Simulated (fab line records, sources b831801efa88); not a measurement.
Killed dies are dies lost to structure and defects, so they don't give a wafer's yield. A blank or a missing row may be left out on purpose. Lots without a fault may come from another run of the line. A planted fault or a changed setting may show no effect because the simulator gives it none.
Chamber matching | flow gf180mcu | GF_V1_ETCH_16 on rie_diel-02: 4 sister chambers
The step etches BARC in N2/H2. 8 wafers are shown with their chamber, then 10 later ones without.

WAFERS WITH THEIR CHAMBER
wafer  | chamber | drypump_motor_current_A (A) | h2_flow_sccm (sccm)
L084.3 | 1       | 5.1                         | 200.1
L084.6 | 1       | 5.1                         | 199.6
L085.3 | 2       | 5.8                         | 199.9
L086.4 | 2       | 5.8                         | 200.3
L086.5 | 3       | 5.7                         | 199.9
L086.6 | 0       | 5.3                         | 199.9
L090.1 | 3       | 5.8                         | 199.5
L090.2 | 0       | 5.3                         | 200.6

WAFERS WITHOUT THEIR CHAMBER
wafer  | drypump_motor_current_A (A) | h2_flow_sccm (sccm)
L090.3 | 5.1                         | 199.9
L091.3 | 5.1                         | 200.5
L091.4 | 5.8                         | 199.5
L091.6 | 5.7                         | 199.7
L092.1 | 5.8                         | 200.3
L092.3 | 5.8                         | 199.6
L092.4 | 5.1                         | 199.4
L097.1 | 5.1                         | 200.2
L097.2 | 5.3                         | 199.9
L097.3 | 5.8                         | 200.0

WHICH CHAMBER EACH WENT THROUGH
wafer  | from the rows above     | in truth
L090.3 | 1                       | 1
L091.3 | 1                       | 1
L091.4 | can't be placed: 3 or 2 | 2
L091.6 | can't be placed: 3 or 2 | 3
L092.1 | can't be placed: 2 or 3 | 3
L092.3 | can't be placed: 2 or 3 | 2
L092.4 | 1                       | 1
L097.1 | 1                       | 1
L097.2 | 0                       | 0
L097.3 | can't be placed: 2 or 3 | 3
Placed correctly: 5 of 10. Can't be placed from these rows: 5 (the true chamber is among the candidates in 5). Placed wrongly: 0.
How it was worked out, from the rows above alone: a wafer's distance from a chamber is the root of the sum, over the readings, of the square of ((its reading less the chamber's mean) divided by the reading's scatter). The wafer belongs to the nearest chamber; if the next one is less than 2 further off, it can't be placed. A chamber's mean is the mean of its shown wafers. The scatter: the root of (the sum of the squares of (reading less its chamber's mean) over the shown wafers, divided by (wafers less chambers)).
